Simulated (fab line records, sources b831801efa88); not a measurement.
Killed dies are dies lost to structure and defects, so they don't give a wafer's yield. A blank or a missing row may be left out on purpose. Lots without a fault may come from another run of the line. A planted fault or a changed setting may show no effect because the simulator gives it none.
Which tool did it? | flow gf180mcu | 10 lots, 30 wafers sampled, at 7 steps of a route of 602

WHAT THE GAUGES READ, wafer by wafer
GF_DUAL_GATE_OVL_MEAS_11. Usual: DUAL_GATE_OVL -0.2 nm, standard deviation 1.3.
lot  | measured     | on         | DUAL_GATE_OVL (nm) | flag
L963 | day 8 08:40  | overlay-01 | -2.0 -0.4 -0.8     |
L966 | day 9 15:39  | overlay-02 | -0.7 0.1 -1.0      |
L968 | day 10 01:46 | overlay-02 | -0.2 -0.5 0.7      |
L969 | day 10 05:40 | overlay-02 | 1.9 1.3 1.5        |
L971 | day 10 20:01 | overlay-01 | 0.7 0.2 -0.9       |
L972 | day 10 22:57 | overlay-02 | -1.0 -2.2 -1.6     |
L973 | day 11 07:23 | overlay-02 | 0.6 0.0 0.7        |
L977 | day 12 13:06 | overlay-01 | -1.6 -0.5 0.1      |
L981 | day 13 12:56 | overlay-01 | -2.0 -1.0 -0.7     |
L984 | day 14 08:03 | overlay-01 | 0.4 0.4 0.9        |

GF_HV_LDD_CD_MEAS_19: target cd 400 nm. Usual: cd_nm 400.4 nm, standard deviation 2.3.
lot  | measured     | on        | cd_nm (nm)        | flag
L963 | day 10 18:26 | cd_sem-01 | 400.3 401.5 401.8 |
L966 | day 12 04:08 | cd_sem-02 | 401.0 400.8 397.3 |
L968 | day 12 14:38 | cd_sem-01 | 402.7 402.7 403.2 |
L969 | day 12 19:38 | cd_sem-01 | 399.8 401.0 399.0 |
L971 | day 13 10:50 | cd_sem-01 | 405.4 403.9 405.7 |
L972 | day 13 16:26 | cd_sem-01 | 401.9 400.4 398.8 |
L973 | day 14 04:04 | cd_sem-01 | 400.6 403.9 401.7 |
L977 | day 15 10:23 | cd_sem-02 | 400.0 398.4 399.3 |
L981 | day 16 10:17 | cd_sem-02 | 395.2 398.7 397.9 |
L984 | day 17 12:37 | cd_sem-02 | - - -             | OFF

GF_HV_LDD_TW_MEAS_23. Usual: HV_LDD_2_TW 1055, standard deviation 10.
lot  | measured     | on            | HV_LDD_2_TW    | flag
L963 | day 10 18:49 | film_metro-02 | 1059 1057 1061 |
L966 | day 12 04:32 | film_metro-03 | 1043 1043 1046 |
L968 | day 12 15:02 | film_metro-02 | 1072 1064 1067 |
L969 | day 12 20:01 | film_metro-04 | 1058 1052 1060 |
L971 | day 13 11:31 | film_metro-02 | 1065 1073 1066 |
L972 | day 13 16:50 | film_metro-03 | 1036 1041 1042 |
L973 | day 14 04:28 | film_metro-04 | 1057 1060 1059 |
L977 | day 15 10:47 | film_metro-02 | 1064 1062 1064 |
L981 | day 16 10:42 | film_metro-03 | 1038 1041 1036 |
L984 | day 17 13:01 | film_metro-02 | 30 30 30       | OFF

GF_HV_LDD_TW_MEAS_38. Usual: HV_LDD_3_TW 1428, standard deviation 16.
lot  | measured     | on            | HV_LDD_3_TW    | flag
L963 | day 11 14:19 | film_metro-03 | 1425 1426 1414 |
L966 | day 13 00:17 | film_metro-04 | 1441 1439 1448 |
L968 | day 13 11:21 | film_metro-04 | 1447 1441 1443 |
L969 | day 13 16:47 | film_metro-04 | 1438 1434 1437 |
L971 | day 14 08:44 | film_metro-02 | 1448 1454 1452 |
L972 | day 14 14:37 | film_metro-04 | 1433 1428 1448 |
L973 | day 15 01:49 | film_metro-03 | 1428 1421 1429 |
L977 | day 16 08:43 | film_metro-03 | 1425 1417 1416 |
L981 | day 17 08:39 | film_metro-03 | 1416 1412 1413 |
L984 | day 18 13:26 | film_metro-02 | 1600 1600 1602 | OFF

WHICH TOOL RAN EACH LOT (tool, then ch and the chambers of the sampled wafers, then the start)
lot  | GF_STI_ETCH_14                  | GF_MVPSD_STRIP_10                    | GF_HV_LDD_EXPOSE_16
L963 | rie_si-01 ch 0,2,3, day 2 01:41 | plasma_asher-02 ch 0,1, day 5 01:26  | iline_stepper-02 ch 0, day 10 09:49
L966 | rie_si-02 ch 1,3, day 2 18:12   | plasma_asher-02 ch 0,1, day 6 03:44  | iline_stepper-02 ch 0, day 11 18:46
L968 | rie_si-01 ch 1,2,3, day 3 02:14 | plasma_asher-01 ch 0,1, day 6 12:43  | iline_stepper-02 ch 0, day 12 04:53
L969 | rie_si-01 ch 0,1, day 3 12:06   | plasma_asher-03 ch 0,1, day 6 17:22  | iline_stepper-02 ch 0, day 12 10:30
L971 | rie_si-01 ch 0,1,3, day 3 19:47 | plasma_asher-01 ch 0,1, day 7 02:58  | iline_stepper-02 ch 0, day 13 01:04
L972 | rie_si-01 ch 0,2, day 4 01:56   | plasma_asher-03 ch 0,1, day 7 07:47  | iline_stepper-02 ch 0, day 13 06:46
L973 | rie_si-01 ch 1,2,3, day 4 05:00 | plasma_asher-01 ch 0,1, day 7 14:58  | iline_stepper-02 ch 0, day 13 17:29
L977 | rie_si-02 ch 1,3, day 5 02:05   | plasma_asher-03 ch 1, day 8 15:29    | iline_stepper-01 ch 0, day 14 23:35
L981 | rie_si-02 ch 0,2,3, day 5 22:17 | plasma_asher-03 ch 0,1, day 9 13:02  | iline_stepper-02 ch 0, day 15 23:53
L984 | rie_si-01 ch 0,2, day 6 14:08   | plasma_asher-01 ch 0,1, day 10 05:16 | iline_stepper-02 ch 0, day 17 01:31
- GF_STI_ETCH_14: etches Si in HBr/Cl2/O2, target depth 360 nm, time 102.9 s.
- GF_MVPSD_STRIP_10: strips in O2/N2.
- GF_HV_LDD_EXPOSE_16: exposes mask Pplus LV AREA, target cd 400 nm.

WHAT THE TOOLS THEMSELVES READ (means of the sampled wafers that have a number; where no wafer has one, the mark that the record gives instead)
GF_STI_ETCH_14. Usual: HBr_flow_sccm 150.0 sccm, standard deviation 0.52; O2_flow_sccm 6.000 sccm, standard deviation 0.016; chamber_pressure_mTorr 14.999 mTorr, standard deviation 0.014; drypump_motor_current_A 5.6 A, standard deviation 0.61; oes_product_au 1.000 a.u., standard deviation 0.016; throttle_valve_pct 25.657 %, standard deviation 0.013.
lot  | tool      | HBr_flow_sccm (sccm) | O2_flow_sccm (sccm) | chamber_pressure_mTorr (mTorr) | drypump_motor_current_A (A) | oes_product_au (a.u.) | throttle_valve_pct (%) | flag
L963 | rie_si-01 | 150.3                | 5.980               | 14.999                         | 5.9                         | 1.003                 | 25.651                 |
L966 | rie_si-02 | 150.5                | 5.998               | 14.993                         | 5.1                         | 1.025                 | 25.631                 |
L968 | rie_si-01 | 149.8                | 5.991               | 15.010                         | 5.2                         | 0.993                 | 25.669                 |
L969 | rie_si-01 | 149.7                | 5.995               | 14.992                         | 5.9                         | 0.985                 | 25.659                 |
L971 | rie_si-01 | 149.7                | 6.015               | 15.004                         | 5.6                         | 0.996                 | 25.661                 |
L972 | rie_si-01 | 150.1                | 5.998               | 15.009                         | 6.2                         | 1.002                 | 25.650                 |
L973 | rie_si-01 | 150.0                | 5.995               | 15.002                         | 5.3                         | 0.997                 | 25.664                 |
L977 | rie_si-02 | 150.3                | 5.999               | 15.001                         | 5.2                         | 1.035                 | 25.636                 |
L981 | rie_si-02 | 149.7                | 5.999               | 14.998                         | 5.7                         | 0.998                 | 25.645                 |
L984 | rie_si-01 | 149.5                | 5.995               | 15.007                         | 5.8                         | 0.996                 | 25.663                 |

GF_MVPSD_STRIP_10. Usual: chamber_pressure_mTorr 1500.1 mTorr, standard deviation 1.5; drypump_motor_current_A 5.8 A, standard deviation 0.64; heater_power_w 308 W, standard deviation 23; o2_flow_sccm 3000 sccm, standard deviation 8.8; oes_product_au 0.722 a.u., standard deviation 0.0044; strip_time_to_endpoint_s 36.97 s, standard deviation 0.11.
lot  | tool            | chamber_pressure_mTorr (mTorr) | drypump_motor_current_A (A) | heater_power_w (W) | o2_flow_sccm (sccm) | oes_product_au (a.u.) | strip_time_to_endpoint_s (s) | flag
L963 | plasma_asher-02 | 1501.9                         | 6.1                         | 308                | 2998                | 0.725                 | 37.04                        |
L966 | plasma_asher-02 | 1500.8                         | 6.1                         | 310                | 3005                | 0.719                 | 37.02                        |
L968 | plasma_asher-01 | 1499.6                         | 5.7                         | 337                | 3001                | 0.724                 | 37.03                        |
L969 | plasma_asher-03 | 1499.8                         | 5.4                         | 288                | 2985                | 0.727                 | 36.93                        |
L971 | plasma_asher-01 | 1499.7                         | 5.7                         | 334                | 3008                | 0.724                 | 37.11                        |
L972 | plasma_asher-03 | 1500.7                         | 5.4                         | 288                | 2996                | 0.721                 | 36.82                        |
L973 | plasma_asher-01 | 1500.6                         | 5.7                         | 336                | 2999                | 0.724                 | 36.93                        |
L977 | plasma_asher-03 | 1501.5                         | 4.9                         | 274                | 3003                | 0.726                 | 36.91                        |
L981 | plasma_asher-03 | 1500.6                         | 6.0                         | 299                | 3016                | 0.722                 | 36.99                        |
L984 | plasma_asher-01 | 1499.6                         | 5.7                         | 335                | 3005                | 0.725                 | 37.06                        |

GF_HV_LDD_EXPOSE_16. Usual: reticle_temp_C 23.02 C, standard deviation 0.11.
lot  | tool             | reticle_temp_C (C) | flag
L963 | iline_stepper-02 | 23.05              |
L966 | iline_stepper-02 | 23.05              |
L968 | iline_stepper-02 | 22.99              |
L969 | iline_stepper-02 | 22.86              |
L971 | iline_stepper-02 | 22.95              |
L972 | iline_stepper-02 | 22.98              |
L973 | iline_stepper-02 | 22.94              |
L977 | iline_stepper-01 | 23.00              |
L981 | iline_stepper-02 | 23.05              |
L984 | iline_stepper-02 | 23.01              |

THE ANSWER, worked out from the rows above alone
Rule: a lot is off if the mean of its wafers that have a number lies more than 3 standard deviations from the usual mean. A lot without any number at a reading at which 4 lots or more have one is off too. The other lots that the step has rows for count as sound. The gauges are gone through in route order, then the tools' own readings, and for those a lot's mean is taken as printed above. The first step at which some lot is off is used, and at that step the reading that is off furthest; a lot without a number counts as furthest.
Off: L984, at GF_HV_LDD_CD_MEAS_19 (cd_nm). Without a number there: L984.
A tool fits if, at a process step before that reading, it ran every lot that is off, and no sound lot after the first of them. The gauges at GF_HV_LDD_CD_MEAS_19 aren't tried: what is off there is off at GF_HV_LDD_TW_MEAS_23 too, on other tools, and a gauge's error can't cause that. Can't be told from this: 3 tools fit, rie_si-01 at GF_STI_ETCH_14, plasma_asher-01 at GF_MVPSD_STRIP_10, iline_stepper-02 at GF_HV_LDD_EXPOSE_16.

WHAT THE SIMULATOR HAD PUT IN
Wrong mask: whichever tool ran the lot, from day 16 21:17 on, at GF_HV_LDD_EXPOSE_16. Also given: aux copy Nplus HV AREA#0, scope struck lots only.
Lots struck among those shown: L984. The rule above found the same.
